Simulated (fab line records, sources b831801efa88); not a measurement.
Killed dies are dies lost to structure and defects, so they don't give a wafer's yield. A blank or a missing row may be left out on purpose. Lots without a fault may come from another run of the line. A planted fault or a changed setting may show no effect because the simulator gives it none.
A struck lot beside a sound one | flow sky130 | 14 steps out of a route of 708
Sound: wafers L504.1, L504.3, L504.5. Struck: wafer L516.4. (L516.1, L516.2 of the same lot were not struck and are left out.) The cause comes at the end.
At each step with rows: each side's tool, then ch and its chambers, then its first start. Under that, the readings that differ: sound wafers | struck wafers | difference of the means | sigmas: that difference in standard deviations of wafers without a fault.
alike: readings whose means differ by less than 2 such deviations, and words and numbers that are the same on both sides. not compared: withheld readings, readings that some wafer has no value for, bounds like >300 that may hide the same value, and numbers for which the record gives no deviation and whose values overlap.
The two part at a step that has a row with sigmas, a row that says differs or no value, or rows on one side only. Numbers that don't overlap but have no deviation are shown without sigmas and don't part them. A reading that every wafer of one side lacks parts them only if that side has two wafers or more.

first, 1 step without rows for these wafers: SKY_SD_N_IMPLANT_10.
SKY_SD_N_STRIP_11: strips in O2/N2.
  sound on plasma_asher-03 ch 0,1, day 29 02:18; struck on plasma_asher-01 ch 1, day 32 17:30
  alike: drypump_motor_current_A, oes_product_au, strip_time_to_endpoint_s
  not compared: rf_hours_counter_h
SKY_SD_N_TW_MEAS_12:
  sound on film_metro-03, day 29 02:24; struck on film_metro-01, day 32 17:36
  alike: SD_N_TW
then, 1 step without rows for these wafers: SKY_SD_N_CLEAN_13 (cleans in SC1/SC2, time 150 s).
SKY_SD_N_RTA_14: time 2 s.
  sound on rtp_anneal-01 ch 0, day 29 02:31; struck on rtp_anneal-01 ch 0, day 32 17:43
  reading          | sound                | struck | difference | sigmas
  wafer_temp_C_max | 1081.9 1080.6 1080.9 | 1077.5 | -3.6       | -2
  alike: lamp_power_pct
SKY_SD_N_RS_MEAS_16: measures by four-point-probe.
  sound on film_metro-01, day 29 02:41; struck on film_metro-04, day 32 17:53
  alike: SD_N_RS
SKY_SD_N_RS_MEAS_17: measures by four-point-probe.
  sound on film_metro-01, day 29 02:48; struck on film_metro-04, day 32 18:00
  alike: SD_P_RS
SKY_SD_N_RS_MEAS_18: measures by four-point-probe.
  sound on film_metro-01, day 29 02:55; struck on film_metro-04, day 32 18:07
  alike: RES_XHIGH_RS
then, 2 steps without rows for these wafers: SKY_SALICIDE_CLEAN_00 (cleans in HF-last, time 30 s); SKY_LI_CONTACT_HDPCVD_00 (deposits PSG, target thk 930 nm, time 155 s).
SKY_LI_CONTACT_THK_MEAS_01:
  sound on film_metro-03, day 29 03:10; struck on film_metro-04, day 32 18:22
  reading                    | sound       | struck | difference | sigmas
  LI_CONTACT_HDPCVD_THK (nm) | 948 937 941 | 922    | -20        | -2
SKY_LI_CONTACT_CMP_02: polishes PSG.
  sound on cmp-02 ch 0,1,2, day 29 03:19; struck on cmp-01 ch 1, day 32 18:25
  reading                | sound          | struck | difference | sigmas
  time_to_endpoint_s (s) | 33.2 34.0 33.8 | 14.4   | -19.3      | -7
  alike: motor_current_A
SKY_LI_CONTACT_BOW_MEAS_03:
  sound on film_metro-01, day 29 03:34; struck on film_metro-03, day 32 18:43
  alike: LI_CONTACT_BOW
-- the record jumps here: 16 days lie between the struck wafers' starts before and after (it left off in module LI_CONTACT and takes up again in module PAD_OPEN, whose first step shown is number 708 of the route) --
SKY_PAD_OPEN_PROBE_99:
  sound on prober-02, day 46 14:52; struck on prober-01, day 49 05:28
  alike: killed_at_M0_to_M3, killed_at_M4_up, killed_at_contacts, killed_at_front_end, killed_at_other, killed_dies, killed_open, killed_short

WHERE THEY PART
First at SKY_SD_N_RTA_14; last, within this record, at SKY_LI_CONTACT_CMP_02. Later steps at which nothing parts them and some readings are alike: SKY_LI_CONTACT_BOW_MEAS_03, SKY_PAD_OPEN_PROBE_99.

WHY: what the simulator had put in
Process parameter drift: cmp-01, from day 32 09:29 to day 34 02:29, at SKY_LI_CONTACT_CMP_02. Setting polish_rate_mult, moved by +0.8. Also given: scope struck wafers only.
